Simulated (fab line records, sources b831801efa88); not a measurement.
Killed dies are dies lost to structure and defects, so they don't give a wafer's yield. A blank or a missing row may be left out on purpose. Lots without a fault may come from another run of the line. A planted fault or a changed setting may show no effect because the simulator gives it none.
One fault seen from 2 desks | flow gf180mcu | each desk has only its own numbers; what lay behind them comes last

THE TOOL OWNER'S DESK: implanter-03
The tool's own readings at GF_HV_LDD_IMPLANT_48: means of the sampled wafers that have a number, for each lot that ran on this tool. A lot is out of limits, marked OUT, if its mean lies more than 4 standard deviations from the usual mean; the brackets give that distance.
Columns: A = beam_energy_keV at GF_HV_LDD_IMPLANT_48, usual 25.002; B = beam_on_s at GF_HV_LDD_IMPLANT_48, usual 10.00 s; C = dose_ions_cm2 at GF_HV_LDD_IMPLANT_48, usual 2.999e+13; D = end_station_pressure_torr at GF_HV_LDD_IMPLANT_48, usual 5.1e-06 Torr
lot  | first seen here | A                        | B     | C         | D
L820 | day 13 06:32    | 25.005                   | 10.05 | 2.995e+13 | 5.0e-06
L821 | day 13 10:34    | 24.997                   | 10.04 | 3.000e+13 | 5.4e-06
L825 | day 14 19:49    | 24.994                   | 10.07 | 3.001e+13 | 5.2e-06
L828 | day 15 18:50    | 20.258 (-99 or more) OUT | 10.00 | 3.001e+13 | 5.1e-06
L829 | day 15 23:50    | 20.266 (-99 or more) OUT | 10.10 | 2.999e+13 | 5.1e-06
L839 | day 19 09:23    | 25.002                   | 10.05 | 2.998e+13 | 5.3e-06
This desk's finding: out of limits on L828, L829; first on L828, day 15 18:50 (beam_energy_keV at GF_HV_LDD_IMPLANT_48). In limits: L820, L821, L825, L839.

THE METROLOGY DESK
What the gauges read, lot by lot, whatever tool the lot ran on: means of the sampled wafers that have a number. A lot is out of limits, marked OUT, if its mean lies more than 4 standard deviations from the usual mean; the brackets give that distance.
Columns: A = V1_W_THK at GF_V1_THK_MEAS_25, usual 341 nm; B = V2_CVD_00_THK at GF_V2_THK_MEAS_01, usual 600 nm
lot  | first seen here | A   | B
L819 | day 18 20:28    | 337 | 602
L820 | day 19 06:12    | 343 | 609
L821 | day 19 08:48    | 338 | 604
L822 | day 20 02:01    | 339 | 608
L825 | day 21 01:46    | 341 | 595
L826 | day 21 08:06    | 339 | 598
L828 | day 22 02:43    | 341 | 597
L829 | day 22 07:17    | 336 | 604
L830 | day 22 17:27    | 343 | 607
L838 | day 25 06:38    | 346 | 600
L839 | day 25 13:49    | 343 | 593
L840 | day 26 08:42    | 339 | 596
L841 | day 26 10:32    | 348 | 599
This desk's finding: nothing out of limits on any of the 13 lots.

PUT TOGETHER
The tool owner's desk could have raised an alarm at day 15 18:50, on L828, L829.
The metrology desk saw nothing out of limits.
The metrology desk has L828, L829 on record, within its limits.
Of the lots named, all ran GF_HV_LDD_IMPLANT_48 on implanter-03.

WHAT THE SIMULATOR HAD PUT IN
Process parameter drift: implanter-03, from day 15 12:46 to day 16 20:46, at GF_HV_LDD_IMPLANT_48. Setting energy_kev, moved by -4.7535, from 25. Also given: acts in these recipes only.
Lots struck among those shown: L828, L829.
Hours from the fault's start to each desk's first reading out of limits: the tool owner's desk, 6.
